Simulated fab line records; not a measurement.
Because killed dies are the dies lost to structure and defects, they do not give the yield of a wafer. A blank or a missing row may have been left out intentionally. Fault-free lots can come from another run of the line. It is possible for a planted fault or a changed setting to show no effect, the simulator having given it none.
The tool behind it: which one?	flow gf180mcu	39 wafers from 13 lots sampled at 4 of the route's 602 steps

WHAT EACH GAUGE READ, for each wafer
GF_V5_OVL_MEAS_15. Usual: V5_OVL gives 2 nm (standard deviation 5.4).
lot	measured	on	V5_OVL (nm)	flag
L881	day 27 23:02	overlay-02	2 0 2	
L883	day 28 06:23	overlay-02	0 3 4	
L884	day 28 15:35	overlay-01	5 17 7	
L885	day 28 22:59	overlay-01	-6 -1 0	
L886	day 29 11:41	overlay-01	1 -4 -3	
L889	day 30 07:56	overlay-01	1 -1 -5	
L897	day 32 05:29	overlay-01	6 2 10	
L898	day 32 12:37	overlay-01	1 0 7	
L899	day 32 17:53	overlay-02	9 6 7	
L900	day 32 21:08	overlay-02	-1 1 -3	
L901	day 33 01:26	overlay-01	-2 -1 0	
L902	day 33 06:02	overlay-02	6 -3 3	
L903	day 33 10:34	overlay-01	5 5 4	

GF_PASSIVATION_THK_MEAS_03. Usual: PASSIVATION_CVD_02_THK gives 706 nm (standard deviation 9.9).
lot	measured	on	PASSIVATION_CVD_02_THK (nm)	flag
L881	day 28 21:02	film_metro-04	712 724 723	
L883	day 29 04:19	film_metro-02	690 698 702	
L884	day 29 13:10	film_metro-04	711 700 697	
L885	day 29 20:56	film_metro-04	693 714 707	
L886	day 30 09:47	film_metro-02	683 694 689	
L889	day 31 05:07	film_metro-03	698 685 707	
L897	day 33 00:10	film_metro-03	702 705 715	
L898	day 33 07:38	film_metro-03	706 710 714	
L899	day 33 12:13	film_metro-02	714 700 709	
L900	day 33 15:25	film_metro-03	710 691 717	
L901	day 33 19:32	film_metro-03	702 725 697	
L902	day 34 00:40	film_metro-03	688 701 701	
L903	day 34 05:00	film_metro-04	718 727 714	

WHAT TOOL EACH LOT RAN ON (gives the tool, then ch and the chambers of the sampled wafers, and finally the start)
lot	GF_VT_IMPLANT_STRIP_42	GF_TOP_METAL_STRIP_17
L881	plasma_asher-03 ch 0,1, day 8 05:52	plasma_asher-02 ch 0,1, day 28 20:01
L883	plasma_asher-04 ch 1, day 8 15:10	plasma_asher-04 ch 0,1, day 29 03:20
L884	plasma_asher-01 ch 0,1, day 8 19:36	plasma_asher-04 ch 0,1, day 29 12:13
L885	plasma_asher-01 ch 0,1, day 9 01:29	plasma_asher-03 ch 0,1, day 29 19:59
L886	plasma_asher-01 ch 0,1, day 9 12:48	plasma_asher-02 ch 0,1, day 30 08:50
L889	plasma_asher-01 ch 0,1, day 10 04:48	plasma_asher-03 ch 0, day 31 04:10
L897	plasma_asher-04 ch 0,1, day 12 08:04	plasma_asher-02 ch 0, day 32 23:11
L898	plasma_asher-03 ch 0,1, day 12 15:21	plasma_asher-04 ch 0,1, day 33 06:40
L899	plasma_asher-04 ch 0,1, day 12 19:42	plasma_asher-03 ch 0,1, day 33 11:16
L900	plasma_asher-01 ch 0,1, day 13 02:30	plasma_asher-03 ch 0, day 33 14:28
L901	plasma_asher-01 ch 0,1, day 13 10:21	plasma_asher-02 ch 0,1, day 33 18:35
L902	plasma_asher-04 ch 1, day 13 16:00	plasma_asher-04 ch 0,1, day 33 23:37
L903	plasma_asher-03 ch 0,1, day 13 21:48	plasma_asher-02 ch 0,1, day 34 04:03
- GF_VT_IMPLANT_STRIP_42: strips in O2/N2.
- GF_TOP_METAL_STRIP_17: strips in O2/N2.

AS READ BY THE TOOLS THEMSELVES (means over the sampled wafers that have a number; for cases with no such wafer, the mark the record gives instead)
GF_VT_IMPLANT_STRIP_42. Usual: drypump_motor_current_A 5.7 A, standard deviation 0.52; heater_power_w 314 W, standard deviation 36; o2_flow_sccm 3001 sccm, standard deviation 9.4; oes_product_au 0.716 a.u., standard deviation 0.0048; strip_time_to_endpoint_s 12.64 s, standard deviation 0.033.
lot	tool	drypump_motor_current_A (A)	heater_power_w (W)	o2_flow_sccm (sccm)	oes_product_au (a.u.)	strip_time_to_endpoint_s (s)	flag
L881	plasma_asher-03	5.5	375	2999	0.723	12.61	
L883	plasma_asher-04	5.4	272	3013	0.716	12.67	
L884	plasma_asher-01	5.6	308	3012	0.712	12.67	
L885	plasma_asher-01	5.3	306	2990	0.717	12.62	
L886	plasma_asher-01	5.6	304	2995	0.719	12.63	
L889	plasma_asher-01	5.5	305	3000	0.716	12.65	
L897	plasma_asher-04	5.8	295	3008	0.716	12.62	
L898	plasma_asher-03	5.7	337	3003	0.717	12.67	
L899	plasma_asher-04	6.1	313	2998	0.715	12.61	
L900	plasma_asher-01	5.3	302	3002	0.718	12.64	
L901	plasma_asher-01	5.6	308	3006	0.720	12.61	
L902	plasma_asher-04	5.4	279	2991	0.716	12.61	
L903	plasma_asher-03	5.4	371	3003	0.717	12.67	

GF_TOP_METAL_STRIP_17. Usual: drypump_motor_current_A 5.7 A, standard deviation 0.58; heater_power_w 322 W, standard deviation 34; o2_flow_sccm 3002 sccm, standard deviation 9.4; oes_product_au 0.711 a.u., standard deviation 0.0044; strip_time_to_endpoint_s 13.43 s, standard deviation 0.12.
lot	tool	drypump_motor_current_A (A)	heater_power_w (W)	o2_flow_sccm (sccm)	oes_product_au (a.u.)	strip_time_to_endpoint_s (s)	flag
L881	plasma_asher-02	5.5	306	3002	0.710	13.40	
L883	plasma_asher-04	6.2	321	3007	0.707	13.26	
L884	plasma_asher-04	6.1	318	2997	0.711	13.49	
L885	plasma_asher-03	5.4	365	3001	0.709	13.41	
L886	plasma_asher-02	5.5	308	3005	0.710	13.57	
L889	plasma_asher-03	5.2	397	2989	0.712	13.40	
L897	plasma_asher-02	4.8	317	2994	0.711	13.39	
L898	plasma_asher-04	6.1	321	3000	0.712	13.45	
L899	plasma_asher-03	5.4	344	3000	0.706	13.44	
L900	plasma_asher-03	5.2	364	3009	0.715	13.40	
L901	plasma_asher-02	5.1	315	3009	0.708	13.47	
L902	plasma_asher-04	6.1	322	3001	0.714	13.44	
L903	plasma_asher-02	5.5	312	2998	0.707	13.54	

THE ANSWER, worked out from the rows above alone
Rule: lot off if the mean of its wafers having a number is beyond 3 standard deviations from the usual mean. A lot without any number at a reading at which 4 lots or more have one is off too. All remaining lots with rows at the step are treated as sound. Order of review: gauges by route order, followed by the tools' own readings, for which a lot's mean as printed above is used. At the first step where some lot is off, the reading lying furthest off is the one used; lots without a number count as furthest.
No lot is off at any reading shown: from this, nothing can be told.

WHAT THE SIMULATOR HAD PUT IN
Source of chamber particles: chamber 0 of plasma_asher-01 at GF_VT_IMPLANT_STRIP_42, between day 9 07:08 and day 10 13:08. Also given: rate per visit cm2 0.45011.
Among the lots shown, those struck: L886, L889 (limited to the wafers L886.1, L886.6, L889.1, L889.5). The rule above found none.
